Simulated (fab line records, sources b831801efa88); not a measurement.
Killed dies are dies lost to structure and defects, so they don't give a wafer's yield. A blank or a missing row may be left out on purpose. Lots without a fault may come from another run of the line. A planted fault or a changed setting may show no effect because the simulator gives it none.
fab line records | flow sky130
record lots=4 wafers=12 last_day=50
route steps=708 shown VIA3@593 METAL4@598 CAP2M@603 PAD_OPEN@708
lots that met no fault: from a run of the same line without faults
start_h: hours from the record's first day to the start of the lot's first wafer shown | wait_h: hours since the lot's step before | " the same as in the row above | L1.1+2: a row that stands for several wafers | - no value, or no start given | * or withheld: withheld | < > ~ a bound
route shown NAME@n: a module of which the file shows steps, and the number in the route of the first | usual: mean/standard deviation of fault-free wafers | same: alike in all rows | chamber/n: place in a boat | sites: the reading at each site | _std_site: their standard deviation | _edge_site: outer sites' mean less inner sites' | radius_mm: how far each site lies from the wafer's centre | mask NAME#n: copy n | behind: the tool/chamber that last shaped the wafer | hold: why the lot was held/for how many hours/how that ended | device: the transistor (n, p or np) that didn't switch | end of line: the same wafers' tests at the end of the route | a step without rows: its recipe alone | killed: dies lost to structure and defects at the first sort, not the wafer's yield | map: a wafer's dies, x killed, . not, _ none there
set.NAME: the setting as run; set.NAME@STEP: as run at that earlier step | model.NAME: the simulator's own value behind a step, which no gauge read
lots at some steps of the route; a table a step, a row a wafer
services: from which hour (start_h, from the record's first day; less than 0 if before it) a tool's chamber was out of use, for how many hours, and why
## steps
# step SKY_VIA3_SPUTTER_20
# recipe material=TiN target_thk_nm=20 chamber_pressure_pa=5 power_w=4000 time_s=80
# step SKY_VIA3_CVD_21
# recipe material=W target_thk_nm=390 time_s=117.31 temp_c=400 pressure_torr=40
# step SKY_VIA3_CMP_24
# recipe stop_on=SiO2 t_overpolish_s=20 down_force_psi=3.5 platen_rpm=60 target_thk_nm=0 pad_velocity_m_s=0.94248
# step SKY_METAL4_SPUTTER_00
# recipe material=Ti target_thk_nm=15 power_w=3000 time_s=10 chamber_pressure_pa=0.4
# step SKY_METAL4_SPUTTER_01
# recipe material=TiN target_thk_nm=20 power_w=6500 time_s=16.7 chamber_pressure_pa=0.4
# step SKY_METAL4_SPUTTER_02
# recipe material=AlCu target_thk_nm=735 power_w=10600 time_s=39.1 chamber_pressure_pa=0.4
# step SKY_METAL4_SPUTTER_03
# recipe material=Ti target_thk_nm=5 power_w=3000 time_s=3.3 chamber_pressure_pa=0.4
# step SKY_METAL4_SPUTTER_04
# recipe material=TiN target_thk_nm=70 power_w=6500 time_s=57.26 chamber_pressure_pa=0.4
# step SKY_CAP2M_CVD_00
# recipe material=SiO2 target_thk_nm=15.5 temp_c=400 time_s=withheld rf_w=450
# step SKY_CAP2M_SPUTTER_02
# recipe material=TiN target_thk_nm=200 temp_c=300 power_w=6500 time_s=166.7 chamber_pressure_pa=0.4
# usual cathode_dc_power_W=6500.0/1.2 chamber_pressure_pa=0.4001/0.00083 throttle_valve_pct=30.4/0.77
# columns lot.wafer tool chamber start_h wait_h cathode_dc_power_W chamber_pressure_pa throttle_valve_pct model.TiN_of_CAP2M_SPUTTER_02.thk_nm
L649.3 pvd_sputter-01 - 985.00 0.0 6500.0 0.4006 31.4 200.6
L649.4 " - " " 6500.0 0.3999 30.4 197.8
L649.6 " - " " 6499.6 0.4013 29.4 202.6
L662.3 pvd_sputter-01 - 1062.33 0.0 6499.5 0.3987 30.3 198.9
L662.4 " - " " 5101.3 0.3987 31.1 161.7
L662.6 " - " " 6500.6 0.3993 30.5 200.1
L661.2 pvd_sputter-01 - 1063.53 0.0 5101.5 0.3999 31.4 160.8
L661.3 " - " " 6500.2 0.4014 30.5 197.1
L661.5 " - " " 5102.4 0.4016 31.3 158.4
L666.1 pvd_sputter-03 - 1089.50 0.1 6499.2 0.3991 30.2 197.5
L666.3 " - " " 6498.3 0.4010 30.2 202.6
L666.6 " - " " 6497.7 0.3995 30.7 199.9
# step SKY_CAP2M_RS_MEAS_03
# recipe thk_meas_gauge=four-point-probe reads=TiN_of_CAP2M_SPUTTER_02
# usual CAP2M_TIN_RS=6.89/0.099
# columns lot.wafer tool chamber start_h wait_h CAP2M_TIN_RS[ohm/sq]
L649.3 film_metro-03 - 985.15 0.1 6.91
L649.4 " - " " 7.00
L649.6 " - " " 6.83
L662.3 film_metro-01 - 1062.48 0.1 6.95
L662.4 " - " " 8.62
L662.6 " - " " 6.92
L661.2 film_metro-03 - 1063.66 0.1 8.64
L661.3 " - " " 7.02
L661.5 " - " " 8.78
L666.1 film_metro-01 - 1089.60 0.1 7.01
L666.3 " - " " 6.83
L666.6 " - " " 6.92
# step SKY_CAP2M_THK_MEAS_04
# recipe thk_meas_gauge=xrf reads=TiN_of_CAP2M_SPUTTER_02
# usual CAP2M_TIN_THK=197/3
# columns lot.wafer tool chamber start_h wait_h CAP2M_TIN_THK[nm]
L649.3 film_metro-03 - 985.25 0.1 196
L649.4 " - " " 194
L649.6 " - " " 199
L662.3 film_metro-01 - 1062.58 0.1 193
L662.4 " - " " 157
L662.6 " - " " 195
L661.2 film_metro-03 - 1063.77 0.1 157
L661.3 " - " " 193
L661.5 " - " " 155
L666.1 film_metro-01 - 1089.72 0.1 192
L666.3 " - " " 197
L666.6 " - " " 194
# step SKY_CAP2M_DEHYDRATE_05
# recipe temp_c=200 time_s=60
# step SKY_CAP2M_HMDS_06
# recipe prime_time_s=60 prime_temp_c=120
# step SKY_CAP2M_COAT_07
# recipe resist=NOVOLAK spin_rpm=3000 resist_thk_nm=1140
# step SKY_CAP2M_SOFTBAKE_08
# recipe temp_c=90 time_s=60 resist=NOVOLAK
# step SKY_CAP2M_EXPOSE_09
# recipe mask_id=CAP2M na=0.6 source_shape=conventional sigma_outer=0.6 polarization=unpolarized target_cd_nm=1000 dose_mj=159
# step SKY_CAP2M_PEB_10
# recipe temp_c=withheld time_s=* resist=NOVOLAK
# step SKY_CAP2M_DEVELOP_11
# recipe resist=NOVOLAK developer=TMAH develop_time_s=58.01 dev_temp_c=23
# step SKY_CAP2M_METAL_ETCH_13
# recipe target_depth_nm=220 stop_on=SiO2 chemistry=Cl2/BCl3 target=TiN pressure_mtorr=10 icp_w=900 bias_w=48.5 Cl2_flow_sccm=60 bcl3_flow_sccm=30 time_s=62.9
# usual bcl3_flow_sccm=30.01/0.092 chamber_pressure_mTorr=10.000/0.0097 drypump_motor_current_A=5.7/0.48 he_backside_leak_sccm=3.4/0.34 oes_product_au=0.943/0.0092 throttle_valve_pct=21.900/0.01
# columns lot.wafer tool chamber start_h wait_h bcl3_flow_sccm chamber_pressure_mTorr drypump_motor_current_A he_backside_leak_sccm oes_product_au rf_hours_counter_h throttle_valve_pct
L649.3 rie_metal-02 0 1009.42 0.0 29.85 9.994 5.1 3.3 0.945 - 21.899
L649.4 " 1 " " 30.12 9.996 5.3 3.4 0.931 - 21.894
L649.6 " 1 " " 30.10 9.999 5.3 3.6 0.950 - 21.882
L662.3 rie_metal-03 0 1084.20 0.0 29.81 10.008 6.5 3.4 0.942 - 21.922
L662.4 " 1 " " 30.03 9.990 5.7 3.2 0.824 - 21.970
L662.6 " 0 " " 29.88 9.995 6.4 3.5 0.934 - 21.915
L661.2 rie_metal-02 1 1085.00 0.0 29.95 10.021 5.3 3.7 0.835 13 21.965
L661.3 " 0 " " 29.98 9.993 5.2 3.1 0.933 - 21.898
L661.5 " 0 " " 30.09 10.001 5.2 3.1 0.825 - 21.992
L666.1 rie_metal-02 0 1109.72 0.0 30.06 9.998 5.1 3.3 0.932 18 21.907
L666.3 " 1 " " 30.00 10.002 5.2 3.6 0.952 - 21.908
L666.6 " 0 " " 30.18 10.005 5.2 3.2 0.937 - 21.900
# step SKY_CAP2M_STRIP_14
# recipe chemistry=O2/N2 power_w=1400 pressure_mtorr=1500 platen_temp_c=withheld o2_flow_sccm=3000 n2_flow_sccm=300 overash_fraction=0.5
# step SKY_CAP2M_STRIP_15
# recipe chemistry=post_etch_residue_remover time_s=1200 temp_c=72.5
# step SKY_CAP2M_CLEAN_16
# recipe chemistry=IPA time_s=180 temp_c=25
# step SKY_CAP2M_CLEAN_17
# recipe chemistry=O3/DIW dry=n2_spin
# step SKY_METAL4_DEHYDRATE_05
# recipe temp_c=200 time_s=60
# step SKY_METAL4_HMDS_06
# recipe prime_time_s=60 prime_temp_c=120
# step SKY_METAL4_COAT_07
# recipe resist=BARC temp_c=withheld time_s=withheld spin_rpm=3000 resist_thk_nm=60
# step SKY_METAL4_COAT_08
# recipe resist=KrF-thick spin_rpm=3000 resist_thk_nm=1140
# step SKY_METAL4_SOFTBAKE_09
# recipe temp_c=100 time_s=90 resist=KrF-thick
# step SKY_METAL4_EXPOSE_10
# recipe mask_id=MM4 na=0.68 source_shape=annular sigma_inner=0.4 sigma_outer=0.8 target_cd_nm=300 dose_mj=28
# step SKY_METAL4_PEB_11
# recipe peb_temp_c=withheld peb_time_s=withheld resist=KrF-thick
# step SKY_METAL4_DEVELOP_12
# recipe develop_time_s=60 resist=KrF-thick dev_temp_c=21
# step SKY_METAL4_DESCUM_15
# recipe chemistry=O2 source_power_w=150 bias_power_w=0 pressure_mtorr=10 temp_c=40 time_s=8
# step SKY_METAL4_ETCH_16
# recipe chemistry=N2/H2 target=BARC ion_energy_ev=200 bias_w=100 pressure_mtorr=30 n2_flow_sccm=100 h2_flow_sccm=200 icp_w=500 stop_on=SiO2 time_s=88.2 target_depth_a=600
# step SKY_METAL4_ETCH_17
# recipe target=SiO2 stop_on=TiN chemistry=C4F8/O2/Ar source_w=1500 bias_w=1200 pressure_mtorr=40 c4f8_flow_sccm=withheld O2_flow_sccm=6 Ar_flow_sccm=300 time_s=3.9 target_depth_a=150
# step SKY_METAL4_METAL_ETCH_18
# recipe target_depth_a=8450 stop_on=SiO2 over_etch_frac=0.3 time_s=178.2 chemistry=Cl2/BCl3 resist_sidewall_deg=88 pressure_mtorr=10 icp_w=900 bias_w=48.5 Cl2_flow_sccm=60 bcl3_flow_sccm=30
# step SKY_METAL4_STRIP_20
# recipe chemistry=post_etch_residue_remover time_s=1200 temp_c=72.5
# columns lot.wafer tool chamber start_h wait_h model.TiN_of_CAP2M_SPUTTER_02.thk_nm
L649.3 wet_bench-01 3 1032.69 0.0 199.8
L649.4 " 3 " " 197
L649.6 " 3 " " 201.7
L662.3 wet_bench-03 2 1105.39 0.0 198.1
L662.4 " 2 " " 160.8
L662.6 " 2 " " 199.2
L661.2 wet_bench-03 0 1106.57 0.1 160
L661.3 " 0 " " 196.2
L661.5 " 0 " " 157.5
L666.1 wet_bench-01 1 1131.01 0.1 196.7
L666.3 " 1 " " 201.7
L666.6 " 1 " " 199.1
# step SKY_PAD_OPEN_PROBE_99
# usual defect_limited_yield=82.8/1.8 killed_at_M0_to_M3=42/5.8 killed_at_M4_up=3.0/2 killed_at_contacts=24/5.5 killed_at_front_end=15/3.9 killed_at_other=0.3/0.54 killed_dies=85/8.8 killed_open=47/6.8 killed_short=38/5.9 sort_bin_3_pad_short=0.9/0.41 sort_bin_5_function=10.1/1.4 sort_bin_6_memory=6.2/1.2 sort_n_pass=407/8.8 sort_yield_pct=82.8/1.8
# same gross_dies=492 killed_at_back_side=0 sort_bin_4_leakage[%]=0 sort_bin_8_speed[%]=0
# columns lot.wafer tool chamber start_h wait_h defect_limited_yield[%] killed_at_M0_to_M3 killed_at_M4_up killed_at_contacts killed_at_front_end killed_at_other killed_dies killed_open killed_short sort_bin_3_pad_short[%] sort_bin_5_function[%] sort_bin_6_memory[%] sort_n_pass sort_yield_pct[%] model.etest.cap_mim2.plate_ohm_sq model.etest.cap_mim2.bv_v model.etest.cap_mim2.leak_log10_a_cm2
L649.3 prober-02 - 1120.43 0.2 85.0 40 1 18 15 0 74 27 47 1.2 10.0 3.9 418 85.0 5.969 13.57 -9.017
L649.4 prober-02 - 1120.48 0.2 79.9 48 2 24 25 0 99 48 51 1.0 11.0 8.1 393 79.9 6.065 13.57 -8.808
L649.6 prober-02 - 1120.58 0.2 83.9 38 1 23 17 0 79 45 34 0.6 11.8 3.7 413 83.9 5.956 14.51 -9.012
L662.3 prober-02 - 1183.67 0.2 83.5 41 4 24 12 0 81 47 34 1.2 9.8 5.5 411 83.5 6.018 14.17 -8.972
L662.4 prober-02 - 1183.72 0.2 82.9 42 3 22 17 0 84 39 45 1.4 10.0 5.7 408 82.9 7.412 12.58 -8.502
L662.6 prober-02 - 1183.82 0.2 82.9 42 2 16 23 1 84 46 36 0.6 10.8 5.7 408 82.9 6.034 14.02 -8.958
L661.2 prober-01 - 1185.12 0.1 82.7 43 1 21 19 1 85 46 39 0.6 9.3 7.3 407 82.7 7.449 12.61 -8.529
L661.3 prober-01 - 1185.17 0.2 80.1 57 7 15 19 0 98 53 45 1.2 10.6 8.1 394 80.1 6.12 13.76 -9.14
L661.5 prober-01 - 1185.27 0.2 83.7 40 1 19 19 1 80 44 35 0.8 7.5 7.9 412 83.7 7.581 13.15 -8.447
L666.1 prober-02 - 1204.65 0.1 81.5 42 1 37 10 1 91 55 36 0.8 10.8 6.9 401 81.5 6.085 14.42 -8.958
L666.3 prober-02 - 1204.75 0.2 84.3 39 0 20 18 0 77 35 42 0.8 9.6 5.3 415 84.3 5.97 13.98 -8.741
L666.6 prober-02 - 1204.90 0.2 82.7 44 1 25 15 0 85 44 39 1.6 10.0 5.7 407 82.7 5.995 13.72 -9.052
# killed by level:class
L649.3 FIELD_ISO:geometric_particle:short=9 METAL2:geometric_particle:short=7 METAL1:geometric_particle:short=7 CONTACT:geometric_particle:short=5 VIA1:geometric_particle:open=5 VIA2:geometric_particle:short=5 LI_CONTACT:geometric_particle:open=4 CONTACT:geometric_particle:open=4
L649.4 VIA2:geometric_particle:open=9 VIA1:geometric_particle:open=8 VIA1:geometric_particle:short=7 POLY_GATE:geometric_particle:open=6 CONTACT:geometric_particle:open=6 CONTACT:geometric_particle:short=6 VIA3:geometric_particle:open=6 LOCAL_INTERCONNECT:geometric_particle:short=5
L649.6 VIA1:geometric_particle:open=9 VIA3:geometric_particle:open=8 FIELD_ISO:geometric_particle:open=6 LOCAL_INTERCONNECT:geometric_particle:short=6 CONTACT:geometric_particle:open=6 VIA1:geometric_particle:short=6 POLY_GATE:geometric_particle:open=5 CONTACT:geometric_particle:short=5
L662.3 LI_CONTACT:geometric_particle:open=8 VIA2:geometric_particle:open=8 CONTACT:geometric_particle:open=7 METAL2:geometric_particle:short=7 VIA1:geometric_particle:open=6 CONTACT:geometric_particle:short=4 VIA3:geometric_particle:open=4 METAL4:geometric_particle:short=4
L662.4 VIA1:geometric_particle:open=12 VIA1:geometric_particle:short=9 CONTACT:geometric_particle:open=8 LOCAL_INTERCONNECT:geometric_particle:short=6 METAL1:geometric_particle:short=6 FIELD_ISO:geometric_particle:open=5 VIA2:geometric_particle:open=5 POLY_GATE:geometric_particle:short=4
L662.6 VIA3:geometric_particle:open=12 METAL1:geometric_particle:short=6 VIA1:geometric_particle:open=6 SPACER:geometric_particle:short=5 LI_CONTACT:geometric_particle:open=5 VIA2:geometric_particle:open=5 FIELD_ISO:geometric_particle:open=4 CONTACT:geometric_particle:short=4
L661.2 VIA2:geometric_particle:open=10 CONTACT:geometric_particle:open=8 VIA1:geometric_particle:short=6 VIA1:geometric_particle:open=6 METAL2:geometric_particle:short=6 VIA3:geometric_particle:open=6 POLY_GATE:geometric_particle:short=5 LI_CONTACT:geometric_particle:open=5
L661.3 VIA1:geometric_particle:open=17 METAL2:geometric_particle:short=8 METAL4:geometric_particle:short=7 CONTACT:geometric_particle:open=7 METAL1:geometric_particle:short=6 FIELD_ISO:geometric_particle:open=5 VIA3:geometric_particle:open=5 POLY_GATE:geometric_particle:short=4
L661.5 VIA1:geometric_particle:open=8 CONTACT:geometric_particle:open=7 VIA3:geometric_particle:open=7 FIELD_ISO:geometric_particle:open=6 LI_CONTACT:geometric_particle:open=6 METAL3:geometric_particle:short=5 VIA1:geometric_particle:short=4 METAL2:geometric_particle:short=4
L666.1 CONTACT:geometric_particle:open=13 VIA3:geometric_particle:open=10 LI_CONTACT:geometric_particle:open=8 LOCAL_INTERCONNECT:geometric_particle:short=7 VIA1:geometric_particle:open=7 FIELD_ISO:geometric_particle:short=5 LOCAL_INTERCONNECT:geometric_particle:open=4 CONTACT:geometric_particle:short=4
L666.3 CONTACT:geometric_particle:open=10 METAL1:geometric_particle:short=8 VIA1:geometric_particle:open=7 FIELD_ISO:geometric_particle:short=6 VIA1:geometric_particle:short=6 LI_CONTACT:geometric_particle:open=5 METAL2:geometric_particle:short=5 FIELD_ISO:geometric_particle:open=4
L666.6 VIA1:geometric_particle:open=12 CONTACT:geometric_particle:open=11 LOCAL_INTERCONNECT:geometric_particle:short=6 METAL2:geometric_particle:short=6 METAL3:geometric_particle:short=5 CONTACT:geometric_particle:short=4 VIA2:geometric_particle:open=4 FIELD_ISO:geometric_particle:short=3
## services
# columns tool chamber start_h hours kind
pvd_sputter-03 1 971.85 - consumable_replace:kit
pvd_sputter-03 1 971.85 18.0 scheduled_down
pvd_sputter-03 1 971.85 18.0 vent_cycle
pvd_sputter-03 - 995.29 4.5 repair
wet_bench-03 - 1019.82 77.5 pm
pvd_sputter-03 - 1034.45 5.0 repair
rie_metal-03 - 1085.98 0.7 repair
pvd_sputter-01 2 1088.72 - consumable_replace:kit
pvd_sputter-01 2 1088.72 18.0 scheduled_down
pvd_sputter-01 2 1088.72 18.0 vent_cycle
rie_metal-03 1 1103.46 8.5 repair
## key
first_sign step=SKY_CAP2M_SPUTTER_02 reading=cathode_dc_power_W direction=down sigmas=99+ usual=6500.0 struck=5101.7
effect step=SKY_CAP2M_RS_MEAS_03 reading=CAP2M_TIN_RS direction=up sigmas=18 usual=6.89 struck=8.68
effect step=SKY_CAP2M_THK_MEAS_04 reading=CAP2M_TIN_THK direction=down sigmas=13 usual=197 struck=157
effect step=SKY_CAP2M_METAL_ETCH_13 reading=oes_product_au direction=down sigmas=13 usual=0.943 struck=0.828
model_effect step=SKY_CAP2M_SPUTTER_02 value=TiN_of_CAP2M_SPUTTER_02.thk_nm without=203.3 struck=160.3
model_effect step=SKY_METAL4_STRIP_20 value=TiN_of_CAP2M_SPUTTER_02.thk_nm without=202.5 struck=159.4
model_effect step=SKY_PAD_OPEN_PROBE_99 value=etest.cap_mim2.plate_ohm_sq without=5.897 struck=7.481
met_at SKY_CAP2M_SPUTTER_02
struck_wafers L661.2,L661.5,L662.4
onset_between 985.00 1062.33
fault kind=process_parameter_drift tool=pvd_sputter-01 chamber=- onset_h=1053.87 steps=SKY_CAP2M_SPUTTER_02 channel=power_w offset=* shape=step end_h=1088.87 acts_in=* stated=* scope=struck_wafers_only
